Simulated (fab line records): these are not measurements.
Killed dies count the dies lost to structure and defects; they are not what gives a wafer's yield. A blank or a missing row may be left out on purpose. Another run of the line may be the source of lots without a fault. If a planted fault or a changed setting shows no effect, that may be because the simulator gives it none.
Comparing a struck lot with a sound one -- flow sky130 -- 17 steps out of a route of 708
Sound: the wafers L244.3, L244.5, L244.6. Wafers struck: L251.1, L251.3, L251.6. Last of all comes the cause.
Per side, at each step with rows, come the tool, then ch with its chambers, and then its first start. Under that, the readings that differ: sound wafers -- struck wafers -- difference of the means -- sigmas: that difference in standard deviations of wafers without a fault.
alike: readings whose means differ by less than 2 such deviations, and words and numbers that are the same on both sides. not compared: withheld readings, readings that some wafer has no value for, bounds like >300 that may hide the same value, and numbers for which the record gives no deviation and whose values overlap.
A row with sigmas, a row that says differs or no value, or rows on one side alone: a step with any of these is where the two part. When numbers do not overlap yet have no deviation, they are printed without sigmas and do not part them. Lack of a reading on every wafer of one side parts them only where that side has two or more wafers.

SKY_VT_ADJUST_HVTP_OVL_MEAS_08:
  sound on overlay-01, day 8 04:06; struck on overlay-02, day 10 05:35
  alike: VT_ADJUST_HVTP_OVL
following that, these wafers have no rows for 1 step: SKY_VT_ADJUST_HVTP_IMPLANT_09.
SKY_VT_ADJUST_HVTP_STRIP_10: strips in O2/N2.
  sound on plasma-asher-02 ch 0,1, day 8 04:19; struck on plasma-asher-04 ch 0,1, day 10 05:47
  alike: drypump-motor-current-A, oes-product-au, strip-time-to-endpoint-s
  not compared: rf-hours-counter-h
SKY_VT_ADJUST_HVTP_TW_MEAS_11:
  sound on film-metro-02, day 8 04:24; struck on film-metro-01, day 10 05:53
  alike: VT_ADJUST_HVTP_TW
then, 7 steps without rows for these wafers: SKY_VT_ADJUST_LVTN_DEHYDRATE_00 (time 60 s); SKY_VT_ADJUST_LVTN_HMDS_01 (prime time 60 s); SKY_VT_ADJUST_LVTN_COAT_02 (resist thk 3000 nm); SKY_VT_ADJUST_LVTN_SOFTBAKE_03; SKY_VT_ADJUST_LVTN_EXPOSE_04 (exposes mask NWM COMPLEMENT LESS NATIVE, target cd 840 nm); SKY_VT_ADJUST_LVTN_PEB_05; SKY_VT_ADJUST_LVTN_DEVELOP_06 (develop time 60 s).
SKY_VT_ADJUST_LVTN_OVL_MEAS_07:
  sound on overlay-02, day 9 01:50; struck on overlay-01, day 11 04:19
  alike: VT_ADJUST_LVTN_OVL
SKY_VT_ADJUST_LVTN_IMPLANT_08:
  sound on implanter-03 ch 0, day 9 01:55; struck on implanter-03 ch 0, day 11 04:22
reading,sound,struck,difference,sigmas
dose-ions-cm2,1.5683e+12 1.5701e+12 1.5705e+12,2.3441e+12 2.3441e+12 2.3431e+12,+7.7413e+11,+99 or more
faraday-current-uA,8.53 9.02 8.75,13.18 12.91 13.28,+4.36,+24
SKY_VT_ADJUST_LVTN_STRIP_09: strips in O2/N2.
  sound on plasma-asher-03 ch 0,1, day 9 02:02; struck on plasma-asher-03 ch 0,1, day 11 04:31
  alike: drypump-motor-current-A, oes-product-au, strip-time-to-endpoint-s
  not compared: rf-hours-counter-h
SKY_VT_ADJUST_LVTN_TW_MEAS_10:
  sound on film-metro-02, day 9 02:08; struck on film-metro-02, day 11 04:37
reading,sound,struck,difference,sigmas
VT_ADJUST_LVTN_TW,238 239 239,268 267 268,+29,+9
then, 1 step without rows for these wafers: SKY_VT_ADJUST_LVTN_DEHYDRATE_11 (time 60 s).
-- here the record skips 38 days between the struck wafers' starts before and after, leaving off in module VT_ADJUST_LVTN and picking up in module PAD_OPEN (first step shown: number 708 of the route) --
SKY_PAD_OPEN_PROBE_99:
  sound on prober-02, day 47 21:43; struck on prober-02, day 49 15:13
reading,sound,struck,difference,sigmas
model.etest.nfet_01v8_lvt.drive-ua-um,563 562.9 567.9,558.5 555.7 538.9,-13.6,
model.etest.nfet_01v8_lvt.vt-sat-v (V),0.5413 0.5441 0.5484,0.5652 0.5653 0.5767,+0.0245,
model.etest.nfet_01v8_lvt.vt-v (V),0.6207 0.6263 0.6265,0.6278 0.6273 0.6353,+0.0056,
model.etest.nfet_01v8.vt-sat-v (V),0.6576 0.6615 0.6544,0.6663 0.6665 0.6714,+0.0102,
model.etest.nfet_01v8_turned.vt-sat-v (V),0.6593 0.662 0.6573,0.6651 0.6636 0.6752,+0.0084,
  alike: killed_at_M0_to_M3, killed_at_M4_up, killed-at-contacts, killed-at-front-end, killed-at-other, killed-dies, killed-on-rim, killed-open, killed-short
  not compared: model.etest.nfet_01v8_swapped.vt-sat-v, model.etest.nfet_01v8_lvt.vt-long-v, model.etest.nfet_01v8.vt-v

WHERE THEY PART
First at SKY_VT_ADJUST_LVTN_IMPLANT_08; last, within this record, at SKY_VT_ADJUST_LVTN_TW_MEAS_10. Later steps at which nothing parts them and some readings are alike: SKY_PAD_OPEN_PROBE_99.

WHY: whatever the simulator had introduced
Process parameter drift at SKY_VT_ADJUST_LVTN_IMPLANT_08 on implanter-03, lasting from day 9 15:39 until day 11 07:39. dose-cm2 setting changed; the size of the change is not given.
